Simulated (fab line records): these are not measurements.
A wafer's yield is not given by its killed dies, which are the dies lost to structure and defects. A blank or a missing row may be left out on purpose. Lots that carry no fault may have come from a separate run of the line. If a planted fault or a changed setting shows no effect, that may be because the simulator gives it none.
Matching of chambers / flow gf180mcu / GF_V5_CMP_04 on cmp-01 has 4 sister chambers
The step polishes SiO2. 4 wafers are shown with their chamber, then 7 later ones without.

WAFERS, EACH WITH ITS CHAMBER
wafer=L617.1; chamber=1; motor_current_A (A)=11.3
wafer=L617.4; chamber=3; motor_current_A (A)=13.6
wafer=L618.1; chamber=2; motor_current_A (A)=12.4
wafer=L618.4; chamber=0; motor_current_A (A)=11.2

WAFERS WITH NO CHAMBER GIVEN
wafer=L618.5; motor_current_A (A)=12.2
wafer=L626.2; motor_current_A (A)=13.1
wafer=L626.5; motor_current_A (A)=11.3
wafer=L626.6; motor_current_A (A)=12.8
wafer=L631.2; motor_current_A (A)=12.2
wafer=L631.4; motor_current_A (A)=11.3
wafer=L631.6; motor_current_A (A)=13.0

EACH ONE'S CHAMBER
wafer=L618.5; from the rows above=2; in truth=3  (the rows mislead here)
wafer=L626.2; from the rows above=can't be placed: 3 or 2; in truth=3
wafer=L626.5; from the rows above=can't be placed: 1 or 0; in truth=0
wafer=L626.6; from the rows above=can't be placed: 2 or 3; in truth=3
wafer=L631.2; from the rows above=2; in truth=2
wafer=L631.4; from the rows above=can't be placed: 1 or 0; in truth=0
wafer=L631.6; from the rows above=can't be placed: 2 or 3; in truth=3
1 of 7 placed correctly. These rows do not allow placing 5 (true chamber among the candidates in 5). Number placed wrongly: 1.
How it was worked out, from the rows above alone: a wafer's distance from a chamber is the root of the sum, over the readings, of the square of ((its reading less the chamber's mean) divided by the reading's scatter). If the next closest chamber is less than 2 further off than the closest, the wafer can't be placed; otherwise it belongs to the closest. A chamber's mean is the mean of its shown wafers. The scatter: root of mean squared gap, hidden wafer to nearest shown wafer, with one shown wafer a chamber.
